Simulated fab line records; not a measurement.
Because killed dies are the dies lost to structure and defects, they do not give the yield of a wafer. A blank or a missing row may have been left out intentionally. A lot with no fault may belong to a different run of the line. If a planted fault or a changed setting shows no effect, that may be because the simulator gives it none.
fab line records -- flow gf180mcu
record: lots: 14, wafers: 42, last-day: 34
route steps=602 shown POLY_GATE@171 CONTACT@305 M1@326 M4@462
lots that met no fault: taken from a fault-free run of the same line
start-h: start of the lot's first displayed wafer, in hours after the record's first day -- wait-h: hours since the lot's step before -- " as in the row above -- L1.1+2: several wafers, shown together as one row -- - no value, or no start given -- * or withheld: withheld -- < > ~ a bound
route shown NAME@n: NAME is a module with steps in the file, n the number in the route of the first one -- usual: mean and standard deviation over wafers with no fault -- same: alike in all rows -- chamber/n: place in a boat -- sites: the reading at each site -- _std_site: how widely they spread, as a standard deviation -- _edge_site: mean of outer sites minus mean of inner sites -- radius-mm: how far each site lies from the wafer's centre -- mask NAME#n: copy n -- behind: tool/chamber where the wafer was last shaped -- hold: reason for holding the lot/hours on hold/outcome of the hold -- device: names the non-switching transistor (n, p or np) -- end of line: the same wafers' tests at the end of the route -- a step without rows: its recipe alone -- killed: not the wafer's yield, but the dies lost to structure and defects at the first sort -- map: dies across one wafer; x = killed, . = not, _ = none there
set.NAME: the setting the step ran with; set.NAME@STEP: the setting that earlier step ran with -- model.NAME: the simulator's own value behind a step, which no gauge read
a sample of lots followed through the steps of the route, with each step as a table and each wafer as a row
services: when a tool's chamber went out of use (start-h, in hours from the record's first day, below 0 if earlier), for how many hours, and the reason
== steps ==
step: GF_POLY_GATE_STRIP_14
recipe: chemistry: O2/N2, power-w: 1400, pressure-mtorr: 1500, platen-temp-c: 250, o2-flow-sccm: 3000, n2-flow-sccm: 300, overash-fraction: 0.5
usual: drypump-motor-current-A: 5.7/0.51, heater-power-w: 312/22, oes-product-au: 0.504/0.0043
lot.wafer,tool,chamber,start-h,wait-h,drypump-motor-current-A,heater-power-w,oes-product-au,rf-hours-counter-h
L831.3,plasma-asher-01,0,207.44,0.1,6.4,330,0.509,-
L831.4,plasma-asher-01,1,207.44,0.1,5.2,332,0.502,-
L831.5,plasma-asher-01,1,207.44,0.1,5.1,325,0.504,-
L832.2,plasma-asher-04,1,211.00,0.0,4.8,330,0.502,44
L832.3,plasma-asher-04,0,211.00,0.0,5.8,269,0.506,-
L832.6,plasma-asher-04,1,211.00,0.0,4.8,325,0.505,-
L833.1,plasma-asher-04,0,218.05,0.0,5.8,276,0.502,45
L833.3,plasma-asher-04,1,218.05,0.0,4.8,330,0.506,-
L833.6,plasma-asher-04,1,218.05,0.0,4.8,330,0.508,-
L835.1,plasma-asher-04,0,233.39,0.0,5.8,274,0.502,47
L835.3,plasma-asher-04,1,233.39,0.0,4.8,341,0.519,-
L835.6,plasma-asher-04,1,233.39,0.0,4.8,329,0.503,-
L837.2,plasma-asher-01,0,246.89,0.0,6.4,328,0.496,13
L837.3,plasma-asher-01,0,246.89,0.0,6.4,331,0.503,-
L837.6,plasma-asher-01,0,246.89,0.0,6.4,330,0.504,-
L836.1,plasma-asher-03,1,247.10,0.0,6.0,313,0.509,56
L836.3,plasma-asher-03,0,247.10,0.0,6.0,293,0.498,-
L836.6,plasma-asher-03,1,247.10,0.0,6.0,325,0.505,-
L839.4,plasma-asher-03,0,255.98,0.1,5.9,299,0.506,-
L839.5,plasma-asher-03,1,255.98,0.1,6.0,317,0.499,-
L839.6,plasma-asher-03,0,255.98,0.1,5.9,297,0.510,-
L840.1,plasma-asher-04,1,265.63,0.0,4.8,326,0.497,50
L840.2,plasma-asher-04,0,265.63,0.0,5.8,273,0.508,50
L840.3,plasma-asher-04,0,265.63,0.0,5.8,267,0.508,-
L841.3,plasma-asher-04,0,273.98,0.1,5.8,267,0.505,-
L841.4,plasma-asher-04,1,273.98,0.1,4.8,323,0.503,-
L841.6,plasma-asher-04,0,273.98,0.1,5.8,278,0.501,-
L842.2,plasma-asher-03,0,278.29,0.0,5.9,290,0.499,59
L842.5,plasma-asher-03,0,278.29,0.0,5.9,295,0.511,-
L842.6,plasma-asher-03,1,278.29,0.0,6.0,321,0.502,-
L845.3,plasma-asher-04,1,303.41,0.1,4.9,334,0.511,-
L845.4,plasma-asher-04,0,303.41,0.1,5.8,271,0.505,-
L845.6,plasma-asher-04,1,303.41,0.1,4.8,336,0.500,-
L846.1,plasma-asher-01,0,307.38,0.0,6.4,330,0.506,18
L846.5,plasma-asher-01,1,307.38,0.0,5.1,331,0.502,-
L846.6,plasma-asher-01,0,307.38,0.0,6.4,327,0.501,-
L847.1,plasma-asher-01,0,317.75,0.0,6.4,323,0.504,19
L847.3,plasma-asher-01,1,317.75,0.0,5.2,334,0.504,-
L847.4,plasma-asher-01,0,317.75,0.0,6.4,330,0.501,-
L853.3,plasma-asher-03,0,360.35,0.1,5.9,302,0.507,-
L853.4,plasma-asher-03,1,360.35,0.1,6.0,320,0.505,-
L853.5,plasma-asher-03,1,360.35,0.1,6.0,317,0.504,-
step: GF_CONTACT_STRIP_18
recipe: chemistry: O2/N2, power-w: 1400, pressure-mtorr: 1500, platen-temp-c: 250, o2-flow-sccm: 3000, n2-flow-sccm: 300, overash-fraction: 0.5
usual: drypump-motor-current-A: 5.5/0.63, heater-power-w: 339/33, oes-product-au: 0.579/0.0049
lot.wafer,tool,chamber,start-h,wait-h,drypump-motor-current-A,heater-power-w,oes-product-au,rf-hours-counter-h
L831.3,plasma-asher-02,1,373.22,-,4.7,369,0.579,-
L831.4,plasma-asher-02,0,373.22,-,6.0,372,0.589,-
L831.5,plasma-asher-02,0,373.22,-,6.0,371,0.579,-
L832.2,plasma-asher-04,1,378.64,-,4.8,327,0.584,61
L832.3,plasma-asher-04,0,378.64,-,5.8,275,0.586,-
L832.6,plasma-asher-04,1,378.64,-,4.8,337,0.578,-
L833.1,plasma-asher-02,0,385.13,-,6.0,375,0.578,77
L833.3,plasma-asher-02,1,385.13,-,4.7,372,0.583,-
L833.6,plasma-asher-02,0,385.13,-,6.0,380,0.583,-
L835.1,plasma-asher-02,1,407.19,-,4.7,364,0.580,80
L835.3,plasma-asher-02,0,407.19,-,6.0,376,0.584,-
L835.6,plasma-asher-02,0,407.19,-,6.0,383,0.584,-
L837.2,plasma-asher-01,1,426.70,-,5.2,329,0.577,30
L837.3,plasma-asher-01,0,426.70,-,6.4,338,0.589,-
L837.6,plasma-asher-01,1,426.70,-,5.2,330,0.585,-
L836.1,plasma-asher-01,1,431.45,-,5.2,335,0.580,30
L836.3,plasma-asher-01,1,431.45,-,5.2,339,0.576,-
L836.6,plasma-asher-01,0,431.45,-,6.4,341,0.576,-
L839.4,plasma-asher-02,0,436.87,-,6.0,354,0.584,-
L839.5,plasma-asher-02,0,436.87,-,6.0,365,0.592,-
L839.6,plasma-asher-02,1,436.87,-,4.7,383,0.580,-
L840.1,plasma-asher-01,0,451.75,-,6.4,337,0.575,33
L840.2,plasma-asher-01,1,451.75,-,5.1,343,0.582,33
L840.3,plasma-asher-01,0,451.75,-,6.4,324,0.579,-
L841.3,plasma-asher-01,1,461.22,-,5.2,334,0.588,-
L841.4,plasma-asher-01,0,461.22,-,6.4,322,0.581,-
L841.6,plasma-asher-01,0,461.22,-,6.4,321,0.581,-
L842.2,plasma-asher-01,1,465.14,-,5.2,336,0.575,34
L842.5,plasma-asher-01,1,465.14,-,5.2,331,0.582,-
L842.6,plasma-asher-01,0,465.14,-,6.4,326,0.583,-
L845.3,plasma-asher-04,1,495.66,-,4.8,335,0.578,-
L845.4,plasma-asher-04,0,495.66,-,5.8,274,0.576,-
L845.6,plasma-asher-04,1,495.66,-,4.9,325,0.581,-
L846.1,plasma-asher-02,1,501.19,-,4.7,385,0.575,8
L846.5,plasma-asher-02,0,501.19,-,6.0,371,0.577,-
L846.6,plasma-asher-02,1,501.19,-,4.7,388,0.579,-
L847.1,plasma-asher-02,1,511.14,-,4.7,370,0.587,9
L847.3,plasma-asher-02,1,511.14,-,4.7,389,0.573,-
L847.4,plasma-asher-02,0,511.14,-,6.0,362,0.569,-
L853.3,plasma-asher-02,1,557.91,-,4.7,387,0.592,-
L853.4,plasma-asher-02,0,557.91,-,6.0,362,0.584,-
L853.5,plasma-asher-02,0,557.91,-,6.0,362,0.583,-
step: GF_M1_EXPOSE_11
recipe: mask-id: Metal1, target-cd-nm: 230, na: 0.68, source-shape: conventional, sigma-outer: 0.6, dose-mj: 28
usual: exposure-dose-mJ-cm2: 27.98/0.031, focus-offset-nm: -0.1/0.53, sigma-outer: 0.6/0
lot.wafer,tool,chamber,start-h,wait-h,mask,exposure-dose-mJ-cm2,focus-offset-nm,sigma-outer
L831.3,krf-scanner-01,0,386.12,-,Metal1#0,27.90,0.0,0.6
L831.4,krf-scanner-01,0,386.12,-,Metal1#0,27.95,-0.4,0.6
L831.5,krf-scanner-01,0,386.12,-,Metal1#0,27.96,0.5,0.6
L832.2,krf-scanner-02,0,391.58,-,Metal1#0,27.96,0.3,0.6
L832.3,krf-scanner-02,0,391.58,-,Metal1#0,27.98,0.6,0.6
L832.6,krf-scanner-02,0,391.58,-,Metal1#0,27.99,0.9,0.6
L833.1,krf-scanner-01,0,398.50,-,Metal1#0,27.95,1.2,0.6
L833.3,krf-scanner-01,0,398.50,-,Metal1#0,27.95,0.5,0.6
L833.6,krf-scanner-01,0,398.50,-,Metal1#0,27.96,0.4,0.6
L835.1,krf-scanner-01,0,420.76,-,Metal1#0,27.98,-0.6,0.6
L835.3,krf-scanner-01,0,420.76,-,Metal1#0,28.00,0.0,0.6
L835.6,krf-scanner-01,0,420.76,-,Metal1#0,27.99,-0.1,0.6
L837.2,krf-scanner-01,0,440.26,-,Metal1#0,27.99,-1.0,0.6
L837.3,krf-scanner-01,0,440.26,-,Metal1#0,27.98,0.1,0.6
L837.6,krf-scanner-01,0,440.26,-,Metal1#0,27.97,-0.6,0.6
L836.1,krf-scanner-02,0,445.35,-,Metal1#0,28.02,-0.9,0.6
L836.3,krf-scanner-02,0,445.35,-,Metal1#0,28.02,-0.3,0.6
L836.6,krf-scanner-02,0,445.35,-,Metal1#0,28.03,-0.3,0.6
L839.4,krf-scanner-02,0,450.90,-,Metal1#0,28.00,0.1,0.6
L839.5,krf-scanner-02,0,450.90,-,Metal1#0,28.01,0.0,0.6
L839.6,krf-scanner-02,0,450.90,-,Metal1#0,27.99,-0.8,0.6
L840.1,krf-scanner-01,0,465.26,-,Metal1#0,27.92,-0.1,0.6
L840.2,krf-scanner-01,0,465.26,-,Metal1#0,27.97,-1.2,0.6
L840.3,krf-scanner-01,0,465.26,-,Metal1#0,27.92,-0.6,0.6
L841.3,krf-scanner-01,0,474.91,-,Metal1#0,27.98,-0.2,0.6
L841.4,krf-scanner-01,0,474.91,-,Metal1#0,27.94,-0.7,0.6
L841.6,krf-scanner-01,0,474.91,-,Metal1#0,27.98,0.0,0.6
L842.2,krf-scanner-02,0,478.63,-,Metal1#0,28.02,0.1,0.6
L842.5,krf-scanner-02,0,478.63,-,Metal1#0,28.01,-0.2,0.6
L842.6,krf-scanner-02,0,478.63,-,Metal1#0,28.01,-0.2,0.6
L845.3,krf-scanner-01,0,508.91,-,Metal1#0,27.98,-0.3,0.6
L845.4,krf-scanner-01,0,508.91,-,Metal1#0,27.96,0.4,0.6
L845.6,krf-scanner-01,0,508.91,-,Metal1#0,27.97,0.8,0.6
L846.1,krf-scanner-01,-,513.74,-,Metal1#0,-,-,-
L846.5,krf-scanner-01,-,513.74,-,Metal1#0,-,-,-
L846.6,krf-scanner-01,-,513.74,-,Metal1#0,-,-,-
L847.1,krf-scanner-02,-,524.66,-,Metal1#0,-,-,-
L847.3,krf-scanner-02,-,524.66,-,Metal1#0,-,-,-
L847.4,krf-scanner-02,-,524.66,-,Metal1#0,-,-,-
L853.3,krf-scanner-02,0,570.07,-,Metal1#0,28.02,-0.3,0.6
L853.4,krf-scanner-02,0,570.07,-,Metal1#0,28.00,0.1,0.6
L853.5,krf-scanner-02,0,570.07,-,Metal1#0,28.01,-0.5,0.6
step: GF_M4_THK_MEAS_06
recipe: thk-meas-gauge: xrf, reads: AlCu_of_M4_SPUTTER_02
usual: M4_ALCU_THK: 447/4.9
lot.wafer,tool,chamber,start-h,wait-h,M4_ALCU_THK[nm]
L831.3,film-metro-03,-,527.54,0.1,449
L831.4,film-metro-03,-,527.54,0.1,451
L831.5,film-metro-03,-,527.54,0.1,447
L832.2,film-metro-02,-,534.03,0.1,449
L832.3,film-metro-02,-,534.03,0.1,447
L832.6,film-metro-02,-,534.03,0.1,445
L833.1,film-metro-02,-,539.01,0.1,445
L833.3,film-metro-02,-,539.01,0.1,443
L833.6,film-metro-02,-,539.01,0.1,442
L835.1,film-metro-03,-,564.04,0.1,448
L835.3,film-metro-03,-,564.04,0.1,445
L835.6,film-metro-03,-,564.04,0.1,446
L837.2,film-metro-01,-,578.28,0.1,446
L837.3,film-metro-01,-,578.28,0.1,444
L837.6,film-metro-01,-,578.28,0.1,443
L836.1,film-metro-01,-,598.06,0.1,454
L836.3,film-metro-01,-,598.06,0.1,453
L836.6,film-metro-01,-,598.06,0.1,456
L839.4,film-metro-01,-,599.39,0.1,445
L839.5,film-metro-01,-,599.39,0.1,442
L839.6,film-metro-01,-,599.39,0.1,441
L840.1,film-metro-01,-,603.16,0.1,447
L840.2,film-metro-01,-,603.16,0.1,449
L840.3,film-metro-01,-,603.16,0.1,456
L841.3,film-metro-03,-,614.52,0.1,449
L841.4,film-metro-03,-,614.52,0.1,448
L841.6,film-metro-03,-,614.52,0.1,449
L842.2,film-metro-01,-,618.93,0.1,448
L842.5,film-metro-01,-,618.93,0.1,447
L842.6,film-metro-01,-,618.93,0.1,444
L845.3,film-metro-03,-,644.06,0.1,451
L845.4,film-metro-03,-,644.06,0.1,450
L845.6,film-metro-03,-,644.06,0.1,448
L853.3,film-metro-01,-,694.91,0.1,444
L853.4,film-metro-01,-,694.91,0.1,445
L853.5,film-metro-01,-,694.91,0.1,446
== services ==
tool,chamber,start-h,hours,kind
krf-scanner-02,-,205.35,1.3,repair
krf-scanner-02,-,214.27,0.8,pm
krf-scanner-01,-,259.15,5.0,repair
krf-scanner-02,-,264.19,1.0,pm
plasma-asher-01,-,272.40,5.1,repair
krf-scanner-02,-,289.93,1.2,repair
krf-scanner-02,-,304.68,0.8,pm
krf-scanner-02,-,316.38,1.3,pm
krf-scanner-01,-,333.34,1.3,pm
krf-scanner-01,-,339.27,0.8,pm
plasma-asher-01,-,343.06,2.8,pm
krf-scanner-01,-,351.78,1.0,pm
plasma-asher-01,-,353.56,8.5,repair
plasma-asher-04,-,354.21,15.6,pm
plasma-asher-02,-,421.28,9.0,pm
krf-scanner-01,-,425.12,4.0,pm
krf-scanner-01,-,430.94,0.2,repair
plasma-asher-04,-,433.27,3.8,repair
plasma-asher-04,-,447.26,1.8,repair
krf-scanner-01,-,509.24,1.3,pm
krf-scanner-01,-,520.78,1.0,pm
krf-scanner-01,-,521.86,1.7,repair
krf-scanner-01,-,532.37,0.8,repair
plasma-asher-01,-,565.03,3.3,repair
== key ==
first-sign: step: GF_M1_EXPOSE_11, reading: tool-record, direction: missing
effect none on later readings
met-at GF_M1_EXPOSE_11
struck-lots L846,L847
later-rows-left-out L846.1,L846.5,L846.6,L847.1,L847.3,L847.4
sort-left-out L846.1,L846.5,L846.6,L847.1,L847.3,L847.4
not-acting-at GF_POLY_GATE_STRIP_14,GF_CONTACT_STRIP_18,GF_M4_THK_MEAS_06
onset-between 508.91 513.74
fault: kind: skipped-step-whole, tool: krf-scanner-01,krf-scanner-02, chamber: -, onset-h: 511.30, steps: GF_M1_EXPOSE_11, scope: struck-lots-only
sort-left-out: the simulated sort isn't trusted on such a fault, so these wafers' sort isn't shown, and their yield isn't known
later-rows-left-out: the simulator's readings of these wafers behind a module that went badly wrong aren't trusted and aren't shown, but for the sort
